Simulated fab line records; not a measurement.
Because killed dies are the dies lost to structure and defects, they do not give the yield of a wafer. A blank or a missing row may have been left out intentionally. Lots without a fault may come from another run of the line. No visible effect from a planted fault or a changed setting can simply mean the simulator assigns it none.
fab line records | flow sky130 | part 1 of 2: steps 1 to 42 of 43
record lots=6 wafers=18 last-day=49
route steps=708 shown GATE_OXIDE@201 POLY_GATE@204 RES_PROTECT@206 LDD_N@237 PAD_OPEN@708
lots that met no fault: taken from a fault-free run of the same line
start-h: hours from the record's first day to the start of the lot's first wafer shown | wait-h: hours since the lot's step before | " repeats the value in the row above | L1.1+2: several wafers, shown together as one row | - no value present, or no start provided | * or withheld: withheld | < > ~ a bound
route shown NAME@n: names a module that has steps shown in the file, with the first one's number in the route | usual: mean and standard deviation over wafers with no fault | same: alike in all rows | chamber/n: place in a boat | sites: each site's reading | _std_site: how widely they spread, as a standard deviation | _edge_site: mean of outer sites minus mean of inner sites | radius-mm: how far each site lies from the wafer's centre | mask NAME#n: copy n | behind: the tool/chamber that last shaped the wafer | hold: the reason the lot was held/the length of the hold in hours/how it ended | device: transistor that didn't switch, given as n, p or np | end of line: the same wafers' tests at the end of the route | a step without rows: its recipe alone | killed: count of dies lost to structure and defects at first sort (not the wafer's yield) | map: a wafer's dies, marking killed ones x, the rest . and places with no die _
set.NAME: the setting as run; set.NAME@STEP: as run at that earlier step | model.NAME: the simulator's own value behind a step, which no gauge read
a table for each step, a row for each wafer; lots at some steps of the route
services: when a tool's chamber went out of use (start-h, in hours from the record's first day, below 0 if earlier), for how many hours, and the reason
## steps
# step SKY_GATE_OXIDE_TW_MEAS_14
# usual GATE_OXIDE_TW=223.4/2.3
# columns lot.wafer tool chamber start-h wait-h GATE_OXIDE_TW
L559.4 film-metro-03 - 317.47 0.1 225.2
L559.5 " - " " 224.1
L559.6 " - " " 224.6
L561.1 film-metro-04 - 325.85 0.1 223.1
L561.2 " - " " 224.3
L561.3 " - " " 224.7
L563.1 film-metro-02 - 343.84 0.1 219.6
L563.2 " - " " 219.2
L563.4 " - " " 219.5
L571.2 film-metro-02 - 416.81 0.1 221.7
L571.4 " - " " 219.8
L571.5 " - " " 221.2
L573.1 film-metro-02 - 430.98 0.1 221.6
L573.3 " - " " 220.8
L573.5 " - " " 220.2
L575.2 film-metro-02 - 446.16 0.1 218.4
L575.4 " - " " 220.7
L575.5 " - " " 220.2
# step SKY_GATE_OXIDE_CLEAN_15
# recipe chemistry=SC1/SC2 mix=1:4:20 temp-c=70 time-s=150 dry=n2-spin
# step SKY_GATE_OXIDE_OXIDATION_16
# recipe temp-c=800 ambient=O2 idle-temp-c=700 ramp-up-c-per-min=10 ramp-down-c-per-min=3 stabilise-s=600 purge-s=300 target-thk-a=35.7 ox-time-s=1915
# step SKY_POLY_GATE_CVD_00
# recipe material=poly-Si target-thk-nm=180 temp-c=620 time-s=720 pressure-mtorr=200
# step SKY_POLY_GATE_THK_MEAS_01
# recipe reads=poly-Si_of_POLY_GATE_CVD_00
# usual POLY_GATE_CVD_00_THK=179.4/1.4
# columns lot.wafer tool chamber start-h wait-h POLY_GATE_CVD_00_THK[nm]
L559.4 film-metro-04 - 321.63 0.0 176.3
L559.5 " - " " 176.5
L559.6 " - " " 177.2
L561.1 film-metro-01 - 330.07 0.0 179.3
L561.2 " - " " 180.2
L561.3 " - " " 180.5
L563.1 film-metro-01 - 347.90 0.0 181.6
L563.2 " - " " 181.2
L563.4 " - " " 180.8
L571.2 film-metro-03 - 422.20 0.0 179.7
L571.4 " - " " 179.9
L571.5 " - " " 181.5
L573.1 film-metro-04 - 434.55 0.0 178.9
L573.3 " - " " 180.7
L573.5 " - " " 178.8
L575.2 film-metro-04 - 449.00 0.0 179.1
L575.4 " - " " 178.0
L575.5 " - " " 177.8
# step SKY_RES_PROTECT_DEHYDRATE_00
# recipe temp-c=200 time-s=60
# step SKY_RES_PROTECT_HMDS_01
# recipe prime-time-s=60 prime-temp-c=120
# step SKY_RES_PROTECT_COAT_02
# recipe resist=NOVOLAK spin-rpm=3000 resist-thk-nm=1140
# step SKY_RES_PROTECT_SOFTBAKE_03
# recipe temp-c=90 time-s=60 resist=NOVOLAK
# step SKY_RES_PROTECT_EXPOSE_04
# recipe mask-id=RPM na=0.6 source-shape=conventional sigma-outer=0.6 polarization=unpolarized target-cd-nm=1270 dose-mj=131
# step SKY_RES_PROTECT_PEB_05
# recipe temp-c=withheld time-s=* resist=NOVOLAK
# step SKY_RES_PROTECT_DEVELOP_06
# recipe resist=NOVOLAK developer=TMAH develop-time-s=60 dev-temp-c=23
# step SKY_POLY_GATE_IMPLANT_02
# recipe species=P energy-kev=30 dose-cm2=7.7e+15 tilt-deg=0
# usual beam-on-s=33.4/1.9 end-station-pressure-torr=1.15e-05/7.9e-07
# columns lot.wafer tool chamber start-h wait-h beam-on-s end-station-pressure-torr
L559.4 implanter-04 0 348.70 0.1 29.9 1.25e-05
L559.5 " 0 " " 31.1 1.29e-05
L559.6 " 0 " " 32.7 1.17e-05
L561.1 implanter-03 0 357.26 0.1 36.2 1.09e-05
L561.2 " 0 " " 35.8 9.6e-06
L561.3 " 0 " " 36.7 1.06e-05
L563.1 implanter-04 0 375.17 0.1 31.0 1.22e-05
L563.2 " 0 " " 30.4 1.18e-05
L563.4 " 0 " " 31.4 1.3e-05
L571.2 implanter-02 0 453.20 0.1 34.3 1.08e-05
L571.4 " 0 " " 32.6 1.12e-05
L571.5 " 0 " " 32.0 1.03e-05
L573.1 implanter-02 0 465.35 0.1 33.8 1.12e-05
L573.3 " 0 " " 33.1 1.13e-05
L573.5 " 0 " " 33.2 1.1e-05
L575.2 implanter-03 0 479.08 0.1 36.5 1.11e-05
L575.4 " 0 " " 36.6 1.08e-05
L575.5 " 0 " " 36.6 1.09e-05
# step SKY_RES_PROTECT_STRIP_07
# recipe chemistry=O2/N2 power-w=1400 pressure-mtorr=1500 platen-temp-c=withheld o2-flow-sccm=3000 n2-flow-sccm=300 overash-fraction=0.5
# usual chamber-pressure-mTorr=1500.2/1.3 drypump-motor-current-A=5.7/0.35 oes-product-au=0.517/0.0038 strip-time-to-endpoint-s=23.31/0.042
# columns lot.wafer tool chamber start-h wait-h chamber-pressure-mTorr drypump-motor-current-A oes-product-au rf-hours-counter-h strip-time-to-endpoint-s
L559.4 plasma-asher-02 1 348.81 0.1 1500.2 5.7 0.519 - 23.28
L559.5 " 1 " " 1501.0 5.7 0.520 - 23.29
L559.6 " 0 " " 1499.9 6.0 0.518 - 23.25
L561.1 plasma-asher-04 0 357.41 0.1 1499.9 5.8 0.522 68 23.30
L561.2 " 1 " " 1501.0 5.1 0.515 68 23.30
L561.3 " 0 " " 1499.0 5.8 0.515 - 23.35
L563.1 plasma-asher-02 0 375.32 0.1 1501.6 6.1 0.512 52 23.33
L563.2 " 1 " " 1498.7 5.7 0.515 52 23.29
L563.4 " 0 " " 1499.1 6.1 0.518 - 23.27
L571.2 plasma-asher-02 1 453.32 0.1 1501.6 5.7 0.525 58 23.39
L571.4 " 0 " " 1501.0 6.0 0.520 - 23.35
L571.5 " 0 " " 1500.8 6.1 0.525 - 23.37
L573.1 plasma-asher-01 1 465.50 0.1 1496.5 5.8 0.515 34 23.23
L573.3 " 1 " " 1501.3 5.8 0.524 - 23.25
L573.5 " 1 " " 1500.1 5.8 0.512 - 23.24
L575.2 plasma-asher-04 0 479.21 0.1 1501.5 5.7 0.516 5 23.34
L575.4 " 0 " " 1500.6 5.8 0.520 - 23.36
L575.5 " 0 " " 1498.6 5.7 0.513 - 23.32
# step SKY_RES_PROTECT_TW_MEAS_08
# usual POLY_GATE_TW=4021/43
# columns lot.wafer tool chamber start-h wait-h POLY_GATE_TW
L559.4 film-metro-04 - 348.90 0.1 4055
L559.5 " - " " 4051
L559.6 " - " " 4044
L561.1 film-metro-04 - 357.51 0.1 4071
L561.2 " - " " 4025
L561.3 " - " " 4036
L563.1 film-metro-02 - 375.42 0.1 3953
L563.2 " - " " 3957
L563.4 " - " " 3947
L571.2 film-metro-04 - 453.43 0.1 4071
L571.4 " - " " 4024
L571.5 " - " " 4051
L573.1 film-metro-04 - 465.60 0.1 4084
L573.3 " - " " 4099
L573.5 " - " " 4087
L575.2 film-metro-01 - 479.32 0.1 4064
L575.4 " - " " 4048
L575.5 " - " " 4058
# step SKY_RES_PROTECT_CLEAN_09
# recipe chemistry=SC1/SC2 mix=1:4:20 temp-c=70 time-s=150 dry=n2-spin
# step SKY_POLY_GATE_CVD_03
# recipe material=Si3N4 precursor=DCS/NH3 target-thk-nm=75 temp-c=770 time-s=1290 pressure-mtorr=250
# step SKY_POLY_GATE_THK_MEAS_04
# recipe reads=Si3N4_of_POLY_GATE_CVD_03
# usual POLY_GATE_CVD_03_THK=75.0/0.63
# columns lot.wafer tool chamber start-h wait-h POLY_GATE_CVD_03_THK[nm]
L559.4 film-metro-01 - 351.55 0.0 75.0
L559.5 " - " " 74.3
L559.6 " - " " 74.7
L561.1 film-metro-01 - 360.01 0.0 74.6
L561.2 " - " " 75.4
L561.3 " - " " 75.0
L563.1 film-metro-04 - 376.89 0.0 74.1
L563.2 " - " " 74.2
L563.4 " - " " 74.4
L571.2 film-metro-01 - 454.91 0.0 75.2
L571.4 " - " " 76.0
L571.5 " - " " 74.8
L573.1 film-metro-01 - 467.07 0.0 74.6
L573.3 " - " " 75.2
L573.5 " - " " 75.0
L575.2 film-metro-01 - 480.78 0.0 74.8
L575.4 " - " " 75.3
L575.5 " - " " 75.1
# step SKY_POLY_GATE_DEHYDRATE_05
# recipe temp-c=200 time-s=60
# step SKY_POLY_GATE_HMDS_06
# recipe prime-time-s=60 prime-temp-c=120
# step SKY_POLY_GATE_COAT_07
# recipe resist=BARC temp-c=withheld time-s=withheld spin-rpm=3000 resist-thk-nm=110
# step SKY_POLY_GATE_COAT_08
# recipe resist=KrF-thick spin-rpm=3000 resist-thk-nm=450
# step SKY_POLY_GATE_SOFTBAKE_09
# recipe temp-c=100 time-s=90 resist=KrF-thick
# step SKY_POLY_GATE_EXPOSE_10
# recipe mask-id=P1M na=0.68 source-shape=conventional sigma-outer=0.6 target-cd-nm=150 dose-mj=28
# step SKY_POLY_GATE_PEB_11
# recipe peb-temp-c=withheld peb-time-s=withheld resist=KrF-thick
# step SKY_POLY_GATE_DEVELOP_12
# recipe develop-time-s=60 resist=KrF-thick dev-temp-c=21
# step SKY_POLY_GATE_CD_MEAS_13
# recipe target-cd-nm=150
# usual cd-nm=149.9/1.3
# columns lot.wafer tool chamber start-h wait-h cd-nm
L559.4 cd-sem-02 - 380.17 - 148.6
L559.5 " - " " 148.4
L559.6 " - " " 148.7
L561.1 cd-sem-01 - 389.11 - 151.2
L561.2 " - " " 150.5
L561.3 " - " " 150.8
L563.1 cd-sem-01 - 406.55 - 150.5
L563.2 " - " " 150.4
L563.4 " - " " 149.6
L571.2 cd-sem-01 - 484.79 - 150.1
L571.4 " - " " 149.5
L571.5 " - " " 150.5
L573.1 cd-sem-01 - 498.27 - 152.6
L573.3 " - " " 151.9
L573.5 " - " " 153.1
L575.2 cd-sem-01 - 514.08 - 149.2
L575.4 " - " " 149.6
L575.5 " - " " 150.0
# step SKY_POLY_GATE_OVL_MEAS_14
# usual POLY_GATE_OVL=-2/6
# columns lot.wafer tool chamber start-h wait-h POLY_GATE_OVL[nm]
L559.4 overlay-01 - 380.24 0.1 -4
L559.5 " - " " -2
L559.6 " - " " -7
L561.1 overlay-02 - 389.23 0.1 -6
L561.2 " - " " 4
L561.3 " - " " -2
L563.1 overlay-01 - 406.67 0.1 -5
L563.2 " - " " -7
L563.4 " - " " -9
L571.2 overlay-02 - 484.89 0.1 -5
L571.4 " - " " -6
L571.5 " - " " -1
L573.1 overlay-02 - 498.39 0.1 -16
L573.3 " - " " -12
L573.5 " - " " -16
L575.2 overlay-01 - 514.18 0.1 6
L575.4 " - " " 8
L575.5 " - " " -2
# step SKY_POLY_GATE_ETCH_15
# recipe chemistry=N2/H2 target=BARC ion-energy-ev=200 source-w=500 bias-w=100 pressure-mtorr=30 n2-flow-sccm=100 h2-flow-sccm=200 stop-on=SiO2 time-s=118.5 target-depth-a=1100
# usual chamber-pressure-mTorr=30.000/0.028 drypump-motor-current-A=5.8/0.42 oes-product-au=0.716/0.0046 throttle-valve-pct=13.213/0.0091
# columns lot.wafer tool chamber start-h wait-h chamber-pressure-mTorr drypump-motor-current-A oes-product-au rf-hours-counter-h throttle-valve-pct
L559.4 rie-diel-02 2 380.26 0.0 29.994 6.1 0.720 42 13.233
L559.5 " 1 " " 29.998 5.2 0.701 - 13.211
L559.6 " 0 " " 29.947 6.2 0.712 - 13.211
L561.1 rie-diel-02 0 389.27 0.0 30.025 6.2 0.718 3 13.202
L561.2 " 2 " " 30.045 6.2 0.714 42 13.204
L561.3 " 3 " " 29.979 5.6 0.718 5 13.199
L563.1 rie-diel-02 0 406.70 0.0 30.004 6.2 0.717 3 13.233
L563.2 " 2 " " 29.975 6.1 0.718 42 13.215
L563.4 " 3 " " 29.976 5.7 0.711 6 13.214
L571.2 rie-diel-02 3 484.92 0.0 29.982 5.7 0.720 7 13.214
L571.4 " 2 " " 30.011 6.1 0.718 44 13.212
L571.5 " 3 " " 30.021 5.7 0.719 - 13.209
L573.1 rie-diel-01 0 498.43 0.0 29.987 4.9 0.713 17 13.226
L573.3 " 1 " " 30.002 5.5 0.716 2 13.205
L573.5 " 2 " " 30.002 6.1 0.716 - 13.196
L575.2 rie-diel-04 3 514.21 0.0 29.983 5.7 0.712 16 13.211
L575.4 " 3 " " 29.989 5.7 0.714 - 13.210
L575.5 " 1 " " 30.008 6.0 0.706 - 13.225
# step SKY_POLY_GATE_ETCH_16
# recipe stop-on=poly-Si chemistry=CH3F/O2 target=Si3N4 source-w=400 bias-w=80 pressure-mtorr=25 ch3f-flow-sccm=40 O2_flow_sccm=30 time-s=147.5 target-depth-a=750
# usual chamber-pressure-mTorr=25.001/0.026 drypump-motor-current-A=5.8/0.42 oes-product-au=0.641/0.0052 throttle-valve-pct=10.535/0.0098
# columns lot.wafer tool chamber start-h wait-h chamber-pressure-mTorr drypump-motor-current-A oes-product-au rf-hours-counter-h throttle-valve-pct
L559.4 rie-diel-02 2 380.34 0.0 25.013 6.2 0.645 42 10.533
L559.5 " 1 " " 25.006 5.2 0.640 - 10.522
L559.6 " 0 " " 24.989 6.2 0.638 - 10.517
L561.1 rie-diel-02 0 389.35 0.0 24.980 6.2 0.635 3 10.525
L561.2 " 2 " " 25.017 6.1 0.646 42 10.534
L561.3 " 3 " " 24.977 5.6 0.642 5 10.529
L563.1 rie-diel-02 0 406.79 0.0 25.004 6.2 0.632 3 10.537
L563.2 " 2 " " 24.973 6.1 0.634 43 10.543
L563.4 " 3 " " 24.993 5.7 0.633 6 10.531
L571.2 rie-diel-02 3 485.01 0.0 24.983 5.7 0.637 8 10.526
L571.4 " 2 " " 24.968 6.1 0.650 44 10.549
L571.5 " 3 " " 24.967 5.7 0.637 - 10.548
L573.1 rie-diel-01 0 498.51 0.0 25.045 4.9 0.638 17 10.534
L573.3 " 1 " " 25.005 5.6 0.636 2 10.533
L573.5 " 2 " " 24.976 6.2 0.638 - 10.539
L575.2 rie-diel-04 3 514.29 0.0 24.986 5.7 0.638 16 10.527
L575.4 " 3 " " 24.974 5.7 0.638 - 10.524
L575.5 " 1 " " 24.975 6.0 0.649 - 10.531
# step SKY_POLY_GATE_ETCH_17
# recipe target-depth-nm=180 stop-on=SiO2 over-etch-frac=0.56667 chemistry=HBr/Cl2 target=poly-Si icp-w=400 bias-w=100 pressure-mtorr=10 HBr_flow_sccm=150 Cl2_flow_sccm=50 time-s=70.5
# usual chamber-pressure-mTorr=10.000/0.0091 drypump-motor-current-A=5.7/0.49 oes-product-au=0.984/0.0079 throttle-valve-pct=33.684/0.0087
# columns lot.wafer tool chamber start-h wait-h chamber-pressure-mTorr drypump-motor-current-A oes-product-au rf-hours-counter-h throttle-valve-pct
L559.4 rie-si-02 3 380.47 0.1 9.996 6.2 0.980 - 33.688
L559.5 " 1 " " 9.994 6.1 0.980 - 33.685
L559.6 " 0 " " 10.006 5.4 0.978 - 33.698
L561.1 rie-si-01 0 389.45 0.0 10.004 6.0 0.968 1 33.704
L561.2 " 3 " " 10.009 4.7 0.990 0 33.700
L561.3 " 1 " " 10.005 5.7 0.976 6 33.676
L563.1 rie-si-02 2 406.88 0.0 9.993 5.7 0.984 2 33.692
L563.2 " 0 " " 9.996 5.4 0.985 29 33.681
L563.4 " 1 " " 10.006 6.1 0.987 6 33.680
L571.2 rie-si-02 3 485.11 0.0 10.008 6.1 0.994 57 33.679
L571.4 " 1 " " 10.005 6.0 0.990 7 33.682
L571.5 " 0 " " 10.010 5.4 0.995 - 33.666
L573.1 rie-si-02 1 498.61 0.0 10.005 6.0 0.987 7 33.685
L573.3 " 0 " " 10.007 5.4 0.986 30 33.679
L573.5 " 0 " " 9.991 5.4 0.981 - 33.677
L575.2 rie-si-02 2 514.39 0.0 9.990 5.6 0.978 2 33.681
L575.4 " 2 " " 10.001 5.6 0.983 - 33.700
L575.5 " 1 " " 10.000 6.1 0.980 - 33.687
# step SKY_POLY_GATE_STRIP_18
# recipe chemistry=O2/N2 power-w=1400 pressure-mtorr=1500 platen-temp-c=withheld o2-flow-sccm=3000 n2-flow-sccm=300 overash-fraction=0.5
# usual chamber-pressure-mTorr=1499.9/1.5 drypump-motor-current-A=5.87/0.11 oes-product-au=0.360/0.0049 strip-time-to-endpoint-s=3.14/0.052
# columns lot.wafer tool chamber start-h wait-h chamber-pressure-mTorr drypump-motor-current-A oes-product-au rf-hours-counter-h strip-time-to-endpoint-s
L559.4 plasma-asher-01 1 380.53 0.0 1499.9 5.81 0.359 - 3.16
L559.5 " 0 " " 1500.9 5.85 0.355 - 3.16
L559.6 " 1 " " 1504.4 5.80 0.364 - 3.13
L561.1 plasma-asher-02 0 389.50 0.0 1500.5 6.02 0.355 53 3.17
L561.2 " 1 " " 1500.5 5.70 0.359 53 3.16
L561.3 " 1 " " 1497.0 5.69 0.364 - 3.17
L563.1 plasma-asher-01 0 406.94 0.0 1500.8 5.85 0.364 27 3.09
L563.2 " 1 " " 1501.3 5.79 0.363 27 3.15
L563.4 " 1 " " 1496.4 5.81 0.354 - 3.07
L571.2 plasma-asher-03 0 485.16 0.0 1499.7 5.98 0.357 80 3.05
L571.4 " 0 " " 1501.5 5.97 0.365 - 3.15
L571.5 " 0 " " 1501.0 5.96 0.359 - 3.06
L573.1 plasma-asher-03 1 498.66 0.0 1502.0 5.85 0.358 81 3.20
L573.3 " 0 " " 1500.7 5.98 0.365 - 3.16
L573.5 " 0 " " 1501.0 5.96 0.362 - 3.00
L575.2 plasma-asher-02 0 514.45 0.0 1501.8 6.00 0.358 65 3.13
L575.4 " 1 " " 1500.6 5.71 0.363 - 3.08
L575.5 " 1 " " 1500.4 5.72 0.354 - 3.14
# step SKY_POLY_GATE_CLEAN_19
# recipe chemistry=SC1/SC2 mix=1:4:20 temp-c=70 time-s=150 dry=n2-spin
# step SKY_POLY_GATE_OXIDATION_20
# recipe temp-c=850 ambient=O2 stabilise-s=600 purge-s=300 target-thk-a=40 ox-time-s=899
# step SKY_POLY_GATE_THK_MEAS_21
# recipe reads=SiO2_of_POLY_GATE_OXIDATION_20
# usual POLY_GATE_OXIDATION_THK=4.02/0.074
# columns lot.wafer tool chamber start-h wait-h POLY_GATE_OXIDATION_THK[nm]
L559.4 film-metro-01 - 384.98 0.0 3.96
L559.5 " - " " 3.91
L559.6 " - " " 4.04
L561.1 film-metro-03 - 390.91 0.0 3.97
L561.2 " - " " 3.96
L561.3 " - " " 3.90
L563.1 film-metro-04 - 410.98 0.0 4.10
L563.2 " - " " 4.13
L563.4 " - " " 3.99
L571.2 film-metro-03 - 486.57 0.0 4.01
L571.4 " - " " 4.06
L571.5 " - " " 3.93
L573.1 film-metro-04 - 500.06 0.0 3.93
L573.3 " - " " 3.96
L573.5 " - " " 3.93
L575.2 film-metro-04 - 515.91 0.0 3.90
L575.4 " - " " 3.97
L575.5 " - " " 3.93
# step SKY_POLY_GATE_CD_MEAS_22
# usual cd-nm=150.5/2.8
# columns lot.wafer tool chamber start-h wait-h cd-nm
L559.4 cd-sem-01 - 385.10 0.1 150.2
L559.5 " - " " 147.9
L559.6 " - " " 149.0
L561.1 cd-sem-02 - 390.97 0.1 152.9
L561.2 " - " " 147.4
L561.3 " - " " 151.4
L563.1 cd-sem-02 - 411.04 0.1 152.3
L563.2 " - " " 146.0
L563.4 " - " " 147.9
L571.2 cd-sem-01 - 486.70 0.1 148.3
L571.4 " - " " 151.0
L571.5 " - " " 147.9
L573.1 cd-sem-01 - 500.12 0.1 156.3
L573.3 " - " " 153.9
L573.5 " - " " 156.9
L575.2 cd-sem-01 - 515.99 0.1 150.3
L575.4 " - " " 149.8
L575.5 " - " " 152.8
# step SKY_LDD_N_DEHYDRATE_00
# recipe temp-c=200 time-s=60
# step SKY_LDD_N_HMDS_01
# recipe prime-time-s=60 prime-temp-c=120
# step SKY_LDD_N_COAT_02
# recipe resist=NOVOLAK spin-rpm=3000 resist-thk-nm=300
# step SKY_LDD_N_SOFTBAKE_03
# recipe temp-c=90 time-s=60 resist=NOVOLAK
# step SKY_LDD_N_EXPOSE_04
# recipe mask-id=NTM target-cd-nm=840 na=0.6 source-shape=conventional sigma-outer=0.6 dose-mj=110
# step SKY_LDD_N_PEB_05
# recipe temp-c=withheld time-s=* resist=NOVOLAK
